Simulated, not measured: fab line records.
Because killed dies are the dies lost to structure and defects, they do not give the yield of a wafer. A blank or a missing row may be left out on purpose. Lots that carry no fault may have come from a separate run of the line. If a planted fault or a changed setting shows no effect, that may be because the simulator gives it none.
Matching of chambers -- flow gf180mcu -- 4 sister chambers for GF_V5_CMP_26 on cmp-02
The step polishes, stops on SiO2, t overpolish 15 s, target thk 0 nm. 8 wafers are shown with their chamber, then 7 later ones without.

== WAFERS, EACH WITH ITS CHAMBER ==
wafer,chamber,motorCurrentA (A),timeToEndpointS (s)
L332.2,2,9.4,84
L332.3,1,10.4,89
L332.5,1,10.5,93
L336.1,3,11.0,87
L336.2,2,9.3,78
L336.3,0,9.8,86
L338.2,3,10.6,91
L338.4,0,10.0,89

== WAFERS WITH NO CHAMBER GIVEN ==
wafer,motorCurrentA (A),timeToEndpointS (s)
L338.5,10.3,92
L342.2,10.2,90
L342.3,9.6,88
L342.4,9.3,79
L349.1,11.0,88
L349.4,9.8,91
L349.6,9.6,89

== WHICH CHAMBER EACH WENT THROUGH ==
wafer,from the rows above,in truth
L338.5,can't be placed: 1 or 0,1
L342.2,can't be placed: 1 or 0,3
L342.3,can't be placed: 0 or 2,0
L342.4,2,2
L349.1,3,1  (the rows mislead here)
L349.4,0,0
L349.6,can't be placed: 0 or 2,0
Placed correctly: 2 of 7. Can't be placed from these rows: 4 (the true chamber is among the candidates in 3). Placed wrongly: 1.
How it was worked out, from the rows above alone: a wafer's distance from a chamber is the root of the sum, over the readings, of the square of ((its reading less the chamber's mean) divided by the reading's scatter). The wafer belongs to the nearest chamber; if the next one is less than 2 further off, it can't be placed. Each chamber's mean is taken over the wafers shown for it. The scatter is the square root of a quotient: the sum, over the shown wafers, of each reading's squared deviation from its chamber's mean, divided by wafers minus chambers.
